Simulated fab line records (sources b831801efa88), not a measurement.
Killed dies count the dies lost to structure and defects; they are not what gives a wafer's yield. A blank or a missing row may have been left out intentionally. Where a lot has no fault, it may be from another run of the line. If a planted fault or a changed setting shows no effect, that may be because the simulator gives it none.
Comparing a struck lot with a sound one :: flow sky130 :: 21 out of 708 route steps
Sound: wafers L169.1, L169.2, L169.6. Wafers struck: L175.1, L175.2, L175.3. The cause is given at the end.
Each step with rows lists, per side, the tool, then ch with its chambers, then its first start. Under that, the readings that differ: sound wafers :: struck wafers :: difference of the means :: sigmas: that difference in standard deviations of wafers without a fault.
alike: readings with means less than 2 such deviations apart, plus words and numbers identical on both sides. not compared: withheld readings, readings lacking a value on some wafer, bounds such as >300 that could conceal the same value, and numbers that have no deviation in the record and whose values overlap.
Wherever a step has rows on one side only, a row that says differs or no value, or a row with sigmas, the two part there. Numbers that have no deviation but don't overlap get no sigmas and don't part them. A reading missing from all wafers of one side parts the sides only when that side holds two or more wafers.

first, 4 steps without rows for these wafers: SKY_METAL3_STRIP_20 (strips in post etch residue remover, time 1200 s); SKY_METAL3_CLEAN_21 (cleans in IPA, time 180 s); SKY_METAL3_CLEAN_22 (cleans in O3/DIW); SKY_VIA3_HDPCVD_00 (deposits SiO2, target thk 1635 nm, time 272.5 s).
SKY_VIA3_THK_MEAS_01:
  struck on film_metro-02, day 44 05:08; sound on film_metro-01, day 42 14:19
  alike: VIA3_HDPCVD_THK
SKY_VIA3_CMP_02: polishes SiO2.
  sound on cmp-02 ch 0,2,3, day 42 14:25; struck on cmp-01 ch 0,2,3, day 44 05:12
  alike: edge_zone_pressure_frac, motor_current_A
SKY_VIA3_BOW_MEAS_03:
  struck on film_metro-02, day 44 05:30; sound on film_metro-02, day 42 14:40
  alike: VIA3_BOW
then, 5 steps without rows for these wafers: SKY_VIA3_DEHYDRATE_04 (time 60 s); SKY_VIA3_HMDS_05 (prime time 60 s); SKY_VIA3_COAT_06 (resist thk 60 nm); SKY_VIA3_COAT_07 (resist thk 450 nm); SKY_VIA3_SOFTBAKE_08 (time 90 s).
SKY_VIA3_EXPOSE_09: exposes mask VIM3, target cd 200 nm.
  sound on krf_scanner-01 ch 0, day 43 03:07; struck on krf_scanner-01 ch 0, day 44 15:58
reading: exposure_dose_mJ_cm2
sound: 37.88 37.93 37.92
struck: 40.19 40.22 40.27
difference: +2.32
sigmas: +44
  alike: mask
then, 2 steps without rows for these wafers: SKY_VIA3_PEB_10; SKY_VIA3_DEVELOP_11 (develop time 60 s).
SKY_VIA3_CD_MEAS_12 targets a cd of 200 nm.
  struck on cd_sem-02, day 45 02:53; sound on cd_sem-01, day 43 14:01
reading: cd_nm (nm)
sound: 199.4 200.9 199.6
struck: 141.1 155.8 152.1
difference: -50.3
sigmas: -42
SKY_VIA3_OVL_MEAS_13:
  struck on overlay-01, day 45 03:00; sound on overlay-02, day 43 14:08
  alike: VIA3_OVL
SKY_VIA3_ETCH_14: etches BARC in N2/H2, stops on SiO2, time 45.9 s, target depth 60 nm.
  sound on rie_diel-01 ch 0,1,3, day 43 14:10; struck on rie_diel-01 ch 0,1,3, day 45 03:02
reading: model.VIA3.cd_nm (nm)
sound: 199.8 200.6 200.2
struck: 140.5 156 151.8
difference: -50.8
sigmas: 
  alike: drypump_motor_current_A, oes_product_au, throttle_valve_pct
  not compared: rf_hours_counter_h
SKY_VIA3_ETCH_15: etches SiO2 in C4F8/O2/Ar, stops on TiN, target depth 507 nm, time 78 s.
  sound on rie_diel-01 ch 0,1,3, day 43 14:13; struck on rie_diel-01 ch 0,1,3, day 45 03:05
reading: model.VIA3.cd_nm (nm)
sound: 203.2 200.4 196.6
struck: 139.9 152.9 155.5
difference: -50.6
sigmas: 
  alike: oes_product_au
  not compared: rf_hours_counter_h
SKY_VIA3_STRIP_16: strips in O2/N2.
  sound on plasma_asher-03 ch 0,1, day 43 14:16; struck on plasma_asher-01 ch 0,1, day 45 03:08
  alike: drypump_motor_current_A, oes_product_au, strip_time_to_endpoint_s
  not compared: rf_hours_counter_h
-- the record jumps here: 5 days lie between the struck wafers' starts before and after (it left off in module VIA3 and takes up again in module PAD_OPEN, whose first step shown is number 708 of the route) --
SKY_PAD_OPEN_PROBE_99:
  struck on prober-02, day 50 06:19; sound on prober-02, day 49 02:40
reading: killed_at_M0_to_M3
sound: 42 45 40
struck: 450 440 434
difference: +399
sigmas: +55

reading: killed_at_contacts
sound: 37 29 36
struck: 16 19 13
difference: -18
sigmas: -3

reading: killed_dies
sound: 94 102 98
struck: 492 483 467
difference: +383
sigmas: +35

reading: killed_on_rim
sound: 18 24 19
struck: 96 94 82
difference: +70
sigmas: +19
  alike: killed_at_M4_up, killed_at_front_end, killed_at_other, killed_open, killed_short

WHERE THEY PART
At SKY_VIA3_EXPOSE_09 first; at SKY_PAD_OPEN_PROBE_99 last (within this record only).

WHY: the cause the simulator had injected
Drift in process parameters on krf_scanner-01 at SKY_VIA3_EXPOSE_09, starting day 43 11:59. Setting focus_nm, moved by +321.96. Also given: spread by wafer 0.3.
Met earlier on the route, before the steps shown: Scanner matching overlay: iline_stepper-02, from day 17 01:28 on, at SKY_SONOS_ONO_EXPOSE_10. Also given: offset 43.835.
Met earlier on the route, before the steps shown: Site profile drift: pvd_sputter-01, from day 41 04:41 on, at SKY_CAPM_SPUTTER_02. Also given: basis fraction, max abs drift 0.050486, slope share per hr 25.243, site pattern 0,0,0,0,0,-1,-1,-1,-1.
